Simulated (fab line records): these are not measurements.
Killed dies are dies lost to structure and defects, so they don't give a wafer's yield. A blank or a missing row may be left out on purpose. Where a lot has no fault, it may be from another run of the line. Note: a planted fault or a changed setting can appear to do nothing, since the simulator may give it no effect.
Matching of chambers + flow gf180mcu + 4 sister chambers for GF_PASSIVATION_ETCH_11 on rie_diel-04
The step etches the open film in CF4/O2, stops on TiN, target depth 1800 nm, time 400 s. 24 wafers are shown with their chamber, then 12 later ones without.

== WAFERS WITH THEIR CHAMBER ==
| wafer  | chamber | drypump_motor_current_A (A) | throttle_valve_pct (%) | oes_product_au (a.u.) |
|--------|---------|-----------------------------|------------------------|-----------------------|
| L074.2 | 0       | 5.0                         | 5.962                  | 0.953                 |
| L074.4 | 2       | 5.2                         | 5.972                  | 0.959                 |
| L074.5 | 2       | 5.2                         | 5.954                  | 0.963                 |
| L079.1 | 3       | 5.4                         | 5.944                  | 0.960                 |
| L079.3 | 0       | 5.0                         | 5.947                  | 0.960                 |
| L079.5 | 3       | 5.4                         | 5.958                  | 0.971                 |
| L080.1 | 2       | 5.2                         | 5.966                  | 0.948                 |
| L080.2 | 3       | 5.4                         | 5.968                  | 0.965                 |
| L080.4 | 0       | 5.1                         | 5.942                  | 0.952                 |
| L081.3 | 1       | 5.8                         | 5.956                  | 0.954                 |
| L081.4 | 0       | 5.0                         | 5.952                  | 0.973                 |
| L081.6 | 3       | 5.4                         | 5.968                  | 0.976                 |
| L082.1 | 1       | 5.7                         | 5.963                  | 0.969                 |
| L082.3 | 2       | 5.2                         | 5.962                  | 0.973                 |
| L082.6 | 0       | 5.0                         | 5.952                  | 0.973                 |
| L089.1 | 1       | 5.8                         | 5.959                  | 0.958                 |
| L089.3 | 0       | 5.1                         | 5.942                  | 0.955                 |
| L089.6 | 3       | 5.4                         | 5.959                  | 0.968                 |
| L090.1 | 2       | 5.2                         | 5.950                  | 0.967                 |
| L090.2 | 1       | 5.7                         | 5.955                  | 0.957                 |
| L090.5 | 2       | 5.2                         | 5.966                  | 0.969                 |
| L092.1 | 3       | 5.4                         | 5.962                  | 0.964                 |
| L092.2 | 1       | 5.7                         | 5.951                  | 0.962                 |
| L092.4 | 0       | 5.1                         | 5.957                  | 0.963                 |

SIGNATURES (averages over the wafers above)
| reading                 | chamber 0 | chamber 1 | chamber 2 | chamber 3 | scatter within a chamber |
|-------------------------|-----------|-----------|-----------|-----------|--------------------------|
| drypump_motor_current_A | 5.043     | 5.740     | 5.200     | 5.400     | 0.0382                   |
| throttle_valve_pct      | 5.95057   | 5.95680   | 5.96167   | 5.95983   | 0.00758                  |
| oes_product_au          | 0.96129   | 0.96000   | 0.96317   | 0.96733   | 0.00761                  |
Rule: for each reading, subtract the chamber's mean from the wafer's reading, divide by that reading's scatter and square the result; add these up over the readings and take the root, which gives the wafer's distance from the chamber. The wafer belongs to the nearest chamber; if the next one is less than 2 further off, it can't be placed. The scatter is the square root of a quotient: the sum, over the shown wafers, of each reading's squared deviation from its chamber's mean, divided by wafers minus chambers.

== WAFERS WITHOUT THEIR CHAMBER ==
| wafer  | drypump_motor_current_A (A) | throttle_valve_pct (%) | oes_product_au (a.u.) |
|--------|-----------------------------|------------------------|-----------------------|
| L093.1 | 5.2                         | 5.962                  | 0.959                 |
| L093.2 | 5.0                         | 5.945                  | 0.951                 |
| L093.3 | 5.8                         | 5.953                  | 0.952                 |
| L095.1 | 5.4                         | 5.954                  | 0.954                 |
| L095.3 | 5.8                         | 5.955                  | 0.966                 |
| L095.5 | 5.2                         | 5.953                  | 0.964                 |
| L096.1 | 5.1                         | 5.953                  | 0.953                 |
| L096.2 | 5.4                         | 5.953                  | 0.960                 |
| L096.3 | 5.2                         | 5.960                  | 0.957                 |
| L097.2 | 5.4                         | 5.953                  | 0.960                 |
| L097.3 | 5.0                         | 5.944                  | 0.969                 |
| L097.5 | 5.2                         | 5.969                  | 0.972                 |

== WHICH CHAMBER EACH ONE RAN IN ==
| wafer  | from the rows above     | in truth |
|--------|-------------------------|----------|
| L093.1 | 2                       | 2        |
| L093.2 | 0                       | 0        |
| L093.3 | 1                       | 1        |
| L095.1 | 3                       | 3        |
| L095.3 | 1                       | 1        |
| L095.5 | 2                       | 2        |
| L096.1 | can't be placed: 0 or 2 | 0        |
| L096.2 | 3                       | 3        |
| L096.3 | 2                       | 2        |
| L097.2 | 3                       | 3        |
| L097.3 | 0                       | 0        |
| L097.5 | 2                       | 2        |
Correct placement for 11 of the 12. Can't be placed from these rows: 1 (the true chamber is among the candidates in 1). Placed wrongly: 0.
